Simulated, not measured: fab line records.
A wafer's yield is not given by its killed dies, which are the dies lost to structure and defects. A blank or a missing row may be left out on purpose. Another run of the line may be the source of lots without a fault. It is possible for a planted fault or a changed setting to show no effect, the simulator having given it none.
Split-lot study	flow gf180mcu	23 wafers read across 5 lots, on a route 602 steps long

== ABOUT THE SPLIT ==
At GF_M4_SPUTTER_03 (material Ti, target thk 10 nm, time 6.7 s), the setting power_w was moved away from the recipe's 3000 W on 11 of the 23 wafers read, by -9.3% to +10.4%. All remaining wafers had this setting at the recipe value.

Reading taken at the split's own step.

== THE READING ==
Ti_of_M4_SPUTTER_03.thk_nm (the simulator's own value, which no gauge read), in nm, at GF_M4_SPUTTER_03 (material Ti, target thk 10 nm, time 6.7 s). The file does not state a usual value for it. The 12 wafers here that ran the recipe average 9.996 nm, standard deviation 0.19 nm.

wafer	tool, chamber at the split	power_w as run, W	against the recipe	Ti_of_M4_SPUTTER_03.thk_nm, nm	against lot-mates on the recipe
L074.1	pvd_sputter-04, -	2722	-9.3%	8.912	-0.883
L074.3	pvd_sputter-04, -	3000	recipe	9.891	-
L074.4	pvd_sputter-04, -	3000	recipe	9.7	-
L074.5	pvd_sputter-04, -	2722	-9.3%	8.983	-0.812
L074.6	pvd_sputter-04, -	2722	-9.3%	8.989	-0.806
L076.1	pvd_sputter-01, -	3291	+9.7%	11.23	+1.037
L076.2	pvd_sputter-01, -	3000	recipe	10.12	-
L076.3	pvd_sputter-01, -	3000	recipe	10.16	-
L076.5	pvd_sputter-01, -	3291	+9.7%	11.1	+0.907
L076.6	pvd_sputter-01, -	3000	recipe	10.3	-
L078.1	pvd_sputter-01, -	2812	-6.3%	9.536	-0.563
L078.2	pvd_sputter-01, -	2812	-6.3%	9.478	-0.621
L078.3	pvd_sputter-01, -	3000	recipe	10.21	-
L078.4	pvd_sputter-01, -	3000	recipe	9.987	-
L078.5	pvd_sputter-01, -	2812	-6.3%	9.506	-0.593
L083.1	pvd_sputter-01, -	3000	recipe	10.16	-
L083.2	pvd_sputter-01, -	3313	+10.4%	11.12	+1.058
L083.3	pvd_sputter-01, -	3313	+10.4%	11.16	+1.098
L083.4	pvd_sputter-01, -	3313	+10.4%	11.03	+0.968
L083.6	pvd_sputter-01, -	3000	recipe	9.964	-
L084.1	pvd_sputter-03, -	3000	recipe	9.965	-
L084.4	pvd_sputter-03, -	3000	recipe	9.801	-
L084.6	pvd_sputter-03, -	3000	recipe	9.691	-

FIT RESULTS
A straight line over all 23 wafers: Ti_of_M4_SPUTTER_03.thk_nm changes by +0.107 nm for each +1% of power_w; r = +0.97; the points scatter about the line by 0.17 nm.
The same after taking each lot's own level away (the mean of its wafers on the recipe; 23 wafers): +0.0963 nm for each +1%; r = +0.99; scatter 0.085 nm.
According to that fit, moving power_w by its largest amount changes the reading by 1 nm.
The span of the lots' own levels, 9.7955 to 10.1933 nm, comes to 2.1 times the standard deviation stated above.
So the slope is not independent of the lot-to-lot level: the two fits are not the same.
Check: with one of the wafers moved furthest among these (+10.4%) left out of the fit, the line predicts +1.01 nm for it against its lot-mates. It came out at +1.06 nm against them.

== FURTHER SPLITS ON THESE WAFERS ==
These wafers also went through other splits before the reading. Each is held against what the fit with the lots' levels taken away leaves over:
other split on the same wafers	wafers away from the commonest value	r with Ti_of_M4_SPUTTER_03.thk_nm (lot level and that fit taken away)
GF_V3_ETCH_17 source_w	10	-0.15

== THE FILE'S OWN FIT ==
Ti_of_M4_SPUTTER_03.thk_nm changes by +0.0967 nm for each +1% of power_w, r = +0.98.
